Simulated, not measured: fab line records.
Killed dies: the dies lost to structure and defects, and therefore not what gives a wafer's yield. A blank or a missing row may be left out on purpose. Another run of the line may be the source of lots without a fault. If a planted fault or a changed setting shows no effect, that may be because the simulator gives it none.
Which tool is to blame?	flow sky130	12 lots with 36 wafers sampled at 5 steps, on a route of 708 steps

WHAT THE GAUGES READ, wafer by wafer
SKY_VT_ADJUST_LVTN_OVL_MEAS_07.
lot	measured	on	VT_ADJUST_LVTN_OVL (nm)
L390	day 7 11:43	overlay-02	3.4 3.2 2.0
L391	day 7 15:28	overlay-01	3.9 2.6 4.9
L393	day 8 06:54	overlay-02	2.1 4.8 3.6
L396	day 9 01:10	overlay-02	2.7 -0.3 -0.6
L399	day 9 22:37	overlay-02	4.5 3.2 4.5
L400	day 10 01:44	overlay-01	2.0 0.5 0.7
L404	day 11 02:52	overlay-02	2.4 2.9 2.6
L405	day 11 09:14	overlay-02	2.2 1.3 4.4
L408	day 12 02:25	overlay-01	0.8 2.5 1.8
L409	day 12 11:40	overlay-02	1.0 -0.1 1.4
L410	day 12 21:08	overlay-02	-0.1 -0.6 -0.2
L411	day 13 02:25	overlay-01	-0.2 0.2 2.1

SKY_VT_ADJUST_HVTR_TW_MEAS_11.
lot	measured	on	VT_ADJUST_HVTR_TW
L390	day 10 01:34	filmMetro-04	208.5 209.7 209.4
L391	day 10 05:26	filmMetro-03	210.1 210.3 211.4
L393	day 11 00:04	filmMetro-04	208.3 206.5 207.7
L396	day 11 21:35	filmMetro-04	206.5 207.9 207.6
L399	day 12 20:19	filmMetro-03	244.3 244.6 245.4
L400	day 12 23:37	filmMetro-03	245.4 243.8 245.7
L404	day 14 04:49	filmMetro-02	211.0 210.7 211.4
L405	day 14 13:06	filmMetro-03	211.2 211.1 211.2
L408	day 15 09:44	filmMetro-03	210.7 212.3 211.8
L409	day 15 19:31	filmMetro-02	210.3 209.4 211.1
L410	day 16 06:54	filmMetro-02	211.0 210.9 210.9
L411	day 16 10:58	filmMetro-03	212.9 213.1 214.2

SKY_SONOS_TUNNEL_CD_MEAS_07 targets a cd of 410 nm.
lot	measured	on	cdNm (nm)
L390	day 11 23:26	cdSem-02	411 411 410
L391	day 12 03:03	cdSem-02	413 413 413
L393	day 12 23:47	cdSem-01	410 409 409
L396	day 13 23:19	cdSem-02	407 407 410
L399	day 15 01:30	cdSem-02	416 414 416
L400	day 15 04:53	cdSem-01	414 415 416
L404	day 16 12:34	cdSem-02	405 405 401
L405	day 16 21:17	cdSem-01	410 412 409
L408	day 17 18:52	cdSem-01	409 408 410
L409	day 18 05:28	cdSem-01	413 410 411
L410	day 18 16:53	cdSem-02	405 404 405
L411	day 18 21:36	cdSem-01	414 414 411

TOOL THAT RAN EACH LOT (tool first, then ch and the chambers of the sampled wafers, then the start)
lot	SKY_VT_ADJUST_HVTR_IMPLANT_09	SKY_VT_ADJUST_HVTR_STRIP_10
L390	implanter-03 ch 0, day 10 01:20	plasmaAsher-01 ch 0,1, day 10 01:28
L391	implanter-01 ch 0, day 10 05:11	plasmaAsher-02 ch 0,1, day 10 05:19
L393	implanter-03 ch 0, day 10 23:52	plasmaAsher-02 ch 0,1, day 10 23:58
L396	implanter-02 ch 0, day 11 21:20	plasmaAsher-02 ch 0,1, day 11 21:29
L399	implanter-02 ch 0, day 12 20:05	plasmaAsher-02 ch 0,1, day 12 20:13
L400	implanter-02 ch 0, day 12 23:23	plasmaAsher-04 ch 0,1, day 12 23:31
L404	implanter-01 ch 0, day 14 04:34	plasmaAsher-02 ch 1, day 14 04:43
L405	implanter-03 ch 0, day 14 12:52	plasmaAsher-01 ch 1, day 14 12:59
L408	implanter-01 ch 0, day 15 09:29	plasmaAsher-04 ch 0,1, day 15 09:38
L409	implanter-03 ch 0, day 15 19:16	plasmaAsher-02 ch 0,1, day 15 19:25
L410	implanter-01 ch 0, day 16 06:40	plasmaAsher-04 ch 1, day 16 06:47
L411	implanter-02 ch 0, day 16 10:44	plasmaAsher-01 ch 0,1, day 16 10:52
- SKY_VT_ADJUST_HVTR_IMPLANT_09
- SKY_VT_ADJUST_HVTR_STRIP_10: strips in O2/N2.

AS READ BY THE TOOLS THEMSELVES (means over the sampled wafers that have a number; for cases with no such wafer, the mark the record gives instead)
SKY_VT_ADJUST_HVTR_IMPLANT_09.
lot	tool	doseIonsCm2	faradayCurrentUA
L390	implanter-03	2.0987e+12	11.76
L391	implanter-01	2.1065e+12	11.73
L393	implanter-03	2.1008e+12	11.81
L396	implanter-02	2.1005e+12	11.98
L399	implanter-02	3.3621e+12	19.26
L400	implanter-02	3.3630e+12	19.21
L404	implanter-01	2.0989e+12	11.69
L405	implanter-03	2.1001e+12	11.92
L408	implanter-01	2.1026e+12	12.06
L409	implanter-03	2.1028e+12	11.85
L410	implanter-01	2.1020e+12	11.57
L411	implanter-02	2.1019e+12	11.70

SKY_VT_ADJUST_HVTR_STRIP_10.
lot	tool	drypumpMotorCurrentA (A)	oesProductAu (a.u.)	stripTimeToEndpointS (s)
L390	plasmaAsher-01	5.8	0.715	14.17
L391	plasmaAsher-02	6.0	0.718	14.16
L393	plasmaAsher-02	6.0	0.715	14.16
L396	plasmaAsher-02	6.0	0.716	14.17
L399	plasmaAsher-02	5.5	0.715	14.26
L400	plasmaAsher-04	5.8	0.711	14.20
L404	plasmaAsher-02	6.4	0.716	14.16
L405	plasmaAsher-01	5.2	0.716	14.18
L408	plasmaAsher-04	5.8	0.715	14.16
L409	plasmaAsher-02	6.0	0.716	14.20
L410	plasmaAsher-04	5.7	0.713	14.15
L411	plasmaAsher-01	5.5	0.716	14.24

THE ANSWER, worked out from the rows above alone
Rule: the lots themselves supply what counts as usual. The widest of any qualifying gaps counts: lots, ordered by their means at a reading, are off when they make up no more than a third of the lots, leave a main group of 4 or more, and stand apart from it by 3 or more times the standard deviation of that group's means. The tables above print the reading to a certain number of digits; a main group whose means all agree to those digits is not used. Also off: a lot with no number at a reading for which 4 or more lots have one. Any other lot the step has rows for is counted as sound. First the gauges in route order, then the tools' own readings, where a lot's mean is used as printed above. The first step at which some lot is off is used, and at that step the reading that is off furthest; a lot without a number counts as furthest.
Off: L399, L400, seen at SKY_VT_ADJUST_HVTR_TW_MEAS_11 (VT_ADJUST_HVTR_TW). Main group: mean 210.3, sd 1.8.
If a tool, at a process step before that reading, ran all the lots that are off and no sound lot after the first of them, it fits. Not tried: the gauges at SKY_VT_ADJUST_HVTR_TW_MEAS_11; whatever is off there is also off at SKY_VT_ADJUST_HVTR_IMPLANT_09, on other tools, and gauge error can't account for it. Of those tried, none fits.

WHAT THE SIMULATOR HAD INSERTED
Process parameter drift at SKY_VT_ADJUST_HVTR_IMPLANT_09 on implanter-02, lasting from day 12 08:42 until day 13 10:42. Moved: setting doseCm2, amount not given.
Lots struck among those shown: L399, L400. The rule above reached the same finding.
